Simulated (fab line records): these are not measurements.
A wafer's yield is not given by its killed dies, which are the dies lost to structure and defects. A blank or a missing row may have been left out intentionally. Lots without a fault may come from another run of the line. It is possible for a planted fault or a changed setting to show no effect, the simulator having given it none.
Matching of chambers -- flow sky130 -- SKY_FIELD_ISO_CVD_24 on hdpcvd-01 has 3 sister chambers
The step deposits SiO2, target thk 595 nm, time 99.2 s. 18 wafers are shown with their chamber, then 9 later ones without.

== WAFERS, EACH WITH ITS CHAMBER ==
wafer,chamber,pressure mtorr (mTorr)
L661.3,0,5.985
L661.4,0,5.971
L661.5,1,6.003
L663.2,2,5.997
L663.3,1,6.005
L663.5,1,6.009
L673.1,2,6.003
L673.2,0,6.004
L673.5,1,6.005
L675.2,1,5.996
L675.3,2,6.002
L675.5,0,5.994
L677.3,1,6.022
L677.4,2,5.994
L677.6,0,6.000
L678.3,0,5.991
L678.4,1,6.048
L678.5,0,5.992

SIGNATURES, as means of the wafers listed above
reading,chamber 0,chamber 1,chamber 2,scatter within a chamber
pressure mtorr,5.99100,6.01257,5.99900,0.0131
Rule: for a wafer and a chamber, the distance is found by dividing, reading by reading, the gap between the wafer's reading and the chamber's mean by the reading's scatter, squaring, summing and taking the root. If the next closest chamber is less than 2 further off than the closest, the wafer can't be placed; otherwise it belongs to the closest. The scatter: the root of (the sum of the squares of (reading less its chamber's mean) over the shown wafers, divided by (wafers less chambers)).

== WAFERS WHOSE CHAMBER IS MISSING ==
wafer,pressure mtorr (mTorr)
L679.2,6.010
L679.4,5.990
L679.6,6.001
L682.2,5.989
L682.3,6.002
L682.4,6.009
L684.1,6.001
L684.2,5.981
L684.6,5.976

== CHAMBER TAKEN BY EACH ==
wafer,from the rows above,in truth
L679.2,can't be placed: 1 or 2 or 0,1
L679.4,can't be placed: 0 or 2 or 1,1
L679.6,can't be placed: 2 or 0 or 1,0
L682.2,can't be placed: 0 or 2 or 1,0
L682.3,can't be placed: 2 or 1 or 0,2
L682.4,can't be placed: 1 or 2 or 0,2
L684.1,can't be placed: 2 or 0 or 1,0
L684.2,can't be placed: 0 or 2 or 1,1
L684.6,can't be placed: 0 or 2 or 1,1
Correctly placed: 0 of 9. These rows do not allow placing 9 (true chamber among the candidates in 9). 0 placed wrongly.
